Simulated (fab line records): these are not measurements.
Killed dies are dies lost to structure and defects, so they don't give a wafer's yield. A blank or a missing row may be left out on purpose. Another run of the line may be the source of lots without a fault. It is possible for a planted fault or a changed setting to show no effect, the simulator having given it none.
Code-filled problem report in 8D (eight disciplines) form / flow sky130 / the parts of the form that need people (team, actions taken, sign-off) are left out

1. THE PROBLEM
On 3 wafers of 1 lot, killedAtFrontEnd at SKY_PAD_OPEN_PROBE_99 has a mean of 49; fault-free wafers read 16, standard deviation 4.5. Relative to the usual mean, that is a shift of +7.3 standard deviations.
Seen first at day 49 03:56 on prober-01, wafer L492.1. Wafers with a number at this step in the record: 39, from 13 lots. Rule for "out" (also "out of limits"): further than 4 standard deviations from the usual mean. The other wafers with a number count as sound.

2. WHAT IT IS, AND WHAT IT ISN'T
question=which readings at this step | is=killedAtFrontEnd | is not=killed_at_M0_to_M3, killed_at_M4_up, killedAtContacts, killedAtOther, killedOpen, killedShort
question=which lots | is=L492 | is not=L478, L479, L480, L481, L482, L487, L495, L496, L497, L498, L499, L501
question=which wafers of those lots | is=all that have a number | is not=-
question=read on which tools | is=prober-01 | is not=prober-02
question=when | is=from day 49 03:56 | is not=up to then (18 sound wafers); but 18 sound wafers of L495, L496, L497, L498, L499, L501 came after

3. WHAT RULES OUT EACH SUSPECT
Counting: a tool at any process step up to the reading remains a suspect when it ran all the lots that are out and ran no sound lot after the first of those.
- wetBench-03 at SKY_FIELD_ISO_CLEAN_19 (cleans in SC1/SC2, time 150 s): ruled out as a lasting fault. Sound lots L495, L497, L498 ran on it after its first lot that is out, L492 (day 5 05:31).
- rieMetal-02 at SKY_METAL4_ETCH_16 (etches BARC in N2/H2, stops on SiO2, time 88.2 s, target depth 60 nm): ruled out as a lasting fault. Sound lots L496, L498 ran on it after its first lot that is out, L492 (day 45 14:50).
- rieMetal-04 at SKY_METAL5_METAL_ETCH_15 (etches the open film in Cl2/BCl3, stops on SiO2, target depth 1260 nm, time 252 s): ruled out as a lasting fault. Sound lots L497 ran on it after its first lot that is out, L492 (day 47 10:45).
- prober-01 at SKY_PAD_OPEN_PROBE_99: ruled out as a lasting fault. Sound lots L496, L497 ran on it after its first lot that is out, L492 (day 49 03:56).
Left after counting: nothing in the record.

4. THE CAUSE (what the simulator had put in)
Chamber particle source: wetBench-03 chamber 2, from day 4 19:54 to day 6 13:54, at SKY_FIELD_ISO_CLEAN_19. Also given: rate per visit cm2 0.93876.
Counting ruled it out, wrongly: the rule takes a fault to strike every lot that its tool runs from its start on, and this one did not.

5. SEQUENCE OF EFFECTS, ordered by route
Each row: a reading where the mean over the struck wafers with a number is more than 3 standard deviations away from the usual. Only readings whose record carries a usual standard deviation are examined. hours: median over the lots of the time between each lot's start at the first step of this table that gives one and its start at this step. sigmas: the change, counted in usual standard deviations.
hours=0; step=SKY_PAD_OPEN_PROBE_99; reading=killedAtFrontEnd; usual=16; on struck wafers=49; change=+33; sigmas=+7.3
hours=0; step=SKY_PAD_OPEN_PROBE_99; reading=killedOnRim; usual=17; on struck wafers=28; change=+11; sigmas=+3.1
It contains these process steps:
- SKY_PAD_OPEN_PROBE_99

6. WHAT WOULD HAVE CAUGHT IT SOONER
In this record no reading fell out of limits until day 49 03:56, 1064 hours after the fault had begun at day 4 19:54.
